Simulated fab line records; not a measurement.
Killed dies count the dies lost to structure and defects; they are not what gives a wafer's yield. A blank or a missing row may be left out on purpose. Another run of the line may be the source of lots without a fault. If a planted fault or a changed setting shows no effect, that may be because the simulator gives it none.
Comparing a struck lot with a sound one	flow sky130	17 out of 708 route steps
Sound: the wafers L319.2, L319.5, L319.6. Struck: wafer L338.6. The cause is given at the end.
For every step that has rows: the tool of each side, followed by ch and its chambers, followed by its first start. Under that, the readings that differ: sound wafers	struck wafers	difference of the means	sigmas: that difference in standard deviations of wafers without a fault.
alike: same words and numbers on both sides, and readings whose means sit less than 2 such deviations apart. not compared: any withheld reading, any reading some wafer has no value for, any bound like >300 that may hide the same value, and any number with overlapping values for which the record gives no deviation.
Wherever a step has rows on one side only, a row that says differs or no value, or a row with sigmas, the two part there. When numbers do not overlap yet have no deviation, they are printed without sigmas and do not part them. A reading that every wafer of one side lacks parts them only if that side has two wafers or more.

first, 1 step without rows for these wafers: SKY_FIELD_ISO_DEVELOP_12 (develop time 60 s).
SKY_FIELD_ISO_CD_MEAS_13 targets a cd of 150 nm.
  struck on cd-sem-02, day 6 22:40; sound on cd-sem-02, day 2 23:56
  alike: cd-nm
SKY_FIELD_ISO_ETCH_14: etches BARC in N2/H2, stops on SiO2, time 45.9 s, target depth 60 nm.
  sound on rie-diel-04 ch 1,2, day 3 00:02; struck on rie-diel-03 ch 3, day 6 22:43
reading	sound	struck	difference	sigmas
oes-product-au (a.u.)	0.861 0.857 0.861	0.848	-0.012	-3
  alike: drypump-motor-current-A, throttle-valve-pct
  not compared: rf-hours-counter-h
SKY_FIELD_ISO_ETCH_15: etches the open film in CHF3/O2, stops on Si, target depth 180 nm, time 72 s.
  sound on rie-diel-04 ch 1,2, day 3 00:06; struck on rie-diel-03 ch 3, day 6 22:46
  alike: drypump-motor-current-A, oes-product-au, throttle-valve-pct
  not compared: rf-hours-counter-h
SKY_FIELD_ISO_STRIP_16: strips in O2/N2.
  sound on plasma-asher-01 ch 0,1, day 3 00:11; struck on plasma-asher-02 ch 0, day 6 22:52
reading	sound	struck	difference	sigmas
drypump-motor-current-A (A)	4.9 4.9 5.8	6.7	+1.5	+3
  alike: oes-product-au, strip-time-to-endpoint-s
  not compared: rf-hours-counter-h
SKY_FIELD_ISO_ETCH_17: etches Si in HBr/Cl2/O2, target depth 342 nm, time 97.7 s.
  sound on rie-si-02 ch 1,2,3, day 3 00:17; struck on rie-si-01 ch 0, day 6 22:55
reading	sound	struck	difference	sigmas
drypump-motor-current-A (A)	5.4 6.2 5.3	6.5	+0.9	+2
throttle-valve-pct (%)	25.657 25.660 25.643	25.678	+0.025	+2
  alike: mfc-cl2-sccm, oes-product-au
  not compared: rf-hours-counter-h
then, 5 steps without rows for these wafers: SKY_FIELD_ISO_WET_ETCH_18 (etches Si3N4 in H3PO4, target depth 25 nm, time 286 s); SKY_FIELD_ISO_CLEAN_19 (cleans in SC1/SC2, time 150 s); SKY_FIELD_ISO_CLEAN_20 (cleans in dHF, time 20 s); SKY_FIELD_ISO_WET_ETCH_21 (etches SiO2 in dHF, target depth 20 nm, time 400 s); SKY_FIELD_ISO_OXIDATION_22 (stabilise 600 s, purge 300 s, target thk 10 nm).
SKY_FIELD_ISO_THK_MEAS_23:
  struck on film-metro-03, day 7 01:35; sound on film-metro-04, day 3 03:05
  alike: FIELD_ISO_OXIDATION_01_THK
SKY_FIELD_ISO_CVD_24: deposits SiO2, target thk 595 nm, time 99.2 s.
  sound on hdpcvd-01 ch 0,1, day 3 03:08; struck on hdpcvd-01 ch 1, day 7 01:38
reading	sound	struck	difference	sigmas
model.SiO2_of_FIELD_ISO_CVD_24.thk-nm (nm)	582.1 585 581.4	824.7	+241.9	
  alike: susceptor-temp-C
SKY_FIELD_ISO_THK_MEAS_25:
  struck on film-metro-04, day 7 01:57; sound on film-metro-04, day 3 03:13
reading	sound	struck	difference	sigmas
FIELD_ISO_CVD_24_THK (nm)	582 585 581	825	+242	+31
  not compared: hold
SKY_FIELD_ISO_CMP_27: polishes, stops on Si3N4, t overpolish 16 s, target thk 457.8 nm.
  sound on cmp-02 ch 0,1,2, day 3 11:56; struck on cmp-01 ch 2, day 7 07:19
reading	sound	struck	difference	sigmas
time-to-endpoint-s (s)	113 113 113	156	+43	+13
  alike: motor-current-A, retaining-ring-pressure-frac
then, 2 steps without rows for these wafers: SKY_FIELD_ISO_WET_ETCH_28 (etches SiO2 in dHF, target depth 23.7 nm, time 47 s); SKY_PAD_OPEN_PROBE_99.

== WHERE THEY PART ==
At SKY_FIELD_ISO_ETCH_14 first; at SKY_FIELD_ISO_CMP_27 last (within this record only).

WHY: what had been put in by the simulator
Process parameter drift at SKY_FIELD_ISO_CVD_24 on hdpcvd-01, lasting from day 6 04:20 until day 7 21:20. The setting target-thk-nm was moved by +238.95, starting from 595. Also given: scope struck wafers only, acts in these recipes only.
